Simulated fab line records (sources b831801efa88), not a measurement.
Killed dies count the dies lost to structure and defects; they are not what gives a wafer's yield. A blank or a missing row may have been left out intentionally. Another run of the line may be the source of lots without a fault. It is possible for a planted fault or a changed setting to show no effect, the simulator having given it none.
Which tool did it?    flow sky130    at 1 step of a route of 708, 12 lots with 35 wafers sampled

WHAT EACH GAUGE READ, for each wafer
SKY_VIA3_OVL_MEAS_13. Usual: VIA3_OVL -3 nm, standard deviation 4.7.
lot   measured      on          VIA3_OVL (nm)  flag
L478  day 39 14:46  overlay-02  -2 -5 3        
L479  day 39 20:22  overlay-01  -3 12 -3       
L480  day 40 07:52  overlay-01  -3 -7 -1       
L483  day 41 00:43  overlay-02  -11 2 -10      
L482  day 41 00:46  overlay-01  0 3 -3         
L481  day 41 01:50  overlay-02  0 -7 -11       
L490  day 43 09:10  overlay-02  -9 -10         
L492  day 43 14:17  overlay-01  -5 7 2         
L495  day 44 12:41  overlay-01  -5 -2 -1       
L496  day 44 15:20  overlay-01  2 5 6          
L499  day 45 03:58  overlay-01  -6 -9 -3       
L501  day 45 14:43  overlay-02  -5 -2 0        

TOOL THAT RAN EACH LOT (tool first, then ch and the chambers of the sampled wafers, then the start)
Record: no process step prior to these readings.

AS READ BY THE TOOLS THEMSELVES (means over the sampled wafers that have a number; for cases with no such wafer, the mark the record gives instead)
The record holds no such reading with a usual standard deviation.

THE ANSWER, worked out from the rows above alone
Rule: take the mean of a lot's wafers that have a number; if it is more than 3 standard deviations from the usual mean, the lot is off. Also off: a lot with no number at a reading for which 4 or more lots have one. The other lots that the step has rows for count as sound. The gauges are gone through in route order, then the tools' own readings, and for those a lot's mean is taken as printed above. At the first step where some lot is off, the reading lying furthest off is the one used; lots without a number count as furthest.
Across all readings shown, no lot is off: no conclusion can be drawn from this.

WHAT THE SIMULATOR HAD INSERTED
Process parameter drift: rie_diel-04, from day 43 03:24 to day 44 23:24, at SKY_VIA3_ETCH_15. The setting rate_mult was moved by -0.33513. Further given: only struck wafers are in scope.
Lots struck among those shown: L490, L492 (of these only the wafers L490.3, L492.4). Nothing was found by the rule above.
